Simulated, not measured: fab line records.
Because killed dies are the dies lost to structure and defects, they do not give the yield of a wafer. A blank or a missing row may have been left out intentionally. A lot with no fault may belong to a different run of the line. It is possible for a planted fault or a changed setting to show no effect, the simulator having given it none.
What tool caused it?	flow sky130	Sampling: 13 lots, 39 wafers, 3 of 708 route steps

WHAT THE GAUGES READ, wafer by wafer
SKY_VIA4_RS_MEAS_19: measures by four-point-probe.
lot	measured	on	VIA4_W_RS (ohm/sq)
L732	day 43 07:31	filmMetro-04	0.2310 0.2311 0.2311
L733	day 43 14:09	filmMetro-04	0.2247 0.2265 0.2258
L736	day 44 19:17	filmMetro-04	0.2275 0.2281 0.2292
L738	day 45 02:42	filmMetro-04	0.2257 0.2276 0.2274
L741	day 45 16:58	filmMetro-04	0.2268 0.2310 0.2286
L744	day 46 21:25	filmMetro-03	0.2274 0.2285 0.2276
L743	day 46 20:38	filmMetro-04	0.2262 0.2224 0.2264
L747	day 47 08:34	filmMetro-04	0.2261 0.2260 0.2281
L748	day 47 14:43	filmMetro-04	0.2266 0.2256 0.2302
L749	day 47 18:35	filmMetro-03	0.2232 0.2266 0.2273
L750	day 48 01:04	filmMetro-02	0.2328 0.2289 0.2310
L752	day 48 17:10	filmMetro-04	0.2286 0.2228 0.2250
L753	day 48 20:17	filmMetro-03	0.2282 0.2266 0.2281

SKY_VIA4_THK_MEAS_20: measures by xrf.
lot	measured	on	VIA4_W_THK (nm)
L732	day 43 07:37	filmMetro-04	505 508 507
L733	day 43 14:16	filmMetro-04	520 519 521
L736	day 44 19:24	filmMetro-04	512 506 508
L738	day 45 02:48	filmMetro-04	517 516 515
L741	day 45 17:05	filmMetro-04	517 509 516
L744	day 46 21:31	filmMetro-03	517 514 519
L743	day 46 20:46	filmMetro-04	516 525 515
L747	day 47 08:41	filmMetro-04	516 520 515
L748	day 47 14:50	filmMetro-04	518 514 514
L749	day 47 18:42	filmMetro-03	528 519 516
L750	day 48 01:10	filmMetro-02	507 518 510
L752	day 48 17:17	filmMetro-04	519 525 525
L753	day 48 20:24	filmMetro-03	516 519 519

TOOL THAT RAN EACH LOT (tool first, then ch and the chambers of the sampled wafers, then the start)
lot	SKY_CONTACT_CVD_24
L732	cvdW-02 ch 0,1, day 32 04:24
L733	cvdW-02 ch 0,1, day 32 10:51
L736	cvdW-02 ch 0, day 33 20:27
L738	cvdW-02 ch 0,1, day 34 06:39
L741	cvdW-01 ch 0,1, day 35 02:22
L744	cvdW-02 ch 0,1, day 36 13:14
L743	cvdW-01 ch 1, day 36 13:25
L747	cvdW-02 ch 0,1, day 37 03:12
L748	cvdW-02 ch 0,1, day 37 10:57
L749	cvdW-02 ch 0,1, day 37 12:30
L750	cvdW-02 ch 0,1, day 37 22:54
L752	cvdW-02 ch 1, day 38 21:40
L753	cvdW-02 ch 0,1, day 39 00:28
- SKY_CONTACT_CVD_24: deposits W, target thk 340 nm, time 102.12 s.

AS READ BY THE TOOLS THEMSELVES (means over the sampled wafers that have a number; for cases with no such wafer, the mark the record gives instead)
SKY_CONTACT_CVD_24.
lot	tool	heaterPowerW (W)
L732	cvdW-02	866
L733	cvdW-02	874
L736	cvdW-02	720
L738	cvdW-02	803
L741	cvdW-01	799
L744	cvdW-02	883
L743	cvdW-01	765
L747	cvdW-02	805
L748	cvdW-02	813
L749	cvdW-02	867
L750	cvdW-02	798
L752	cvdW-02	950
L753	cvdW-02	876

THE ANSWER, worked out from the rows above alone
Rule: what is usual is taken from the lots themselves. The widest of any qualifying gaps counts: lots, ordered by their means at a reading, are off when they make up no more than a third of the lots, leave a main group of 4 or more, and stand apart from it by 3 or more times the standard deviation of that group's means. The tables above print the reading to a certain number of digits; a main group whose means all agree to those digits is not used. Also off: a lot with no number at a reading for which 4 or more lots have one. Any other lot the step has rows for is counted as sound. The gauges are gone through in route order, then the tools' own readings, and for those a lot's mean is taken as printed above. At the first step where some lot is off, the reading lying furthest off is the one used; lots without a number count as furthest.
No lot is off on any of the readings shown, so nothing can be concluded from this.

WHAT THE SIMULATOR HAD PUT IN
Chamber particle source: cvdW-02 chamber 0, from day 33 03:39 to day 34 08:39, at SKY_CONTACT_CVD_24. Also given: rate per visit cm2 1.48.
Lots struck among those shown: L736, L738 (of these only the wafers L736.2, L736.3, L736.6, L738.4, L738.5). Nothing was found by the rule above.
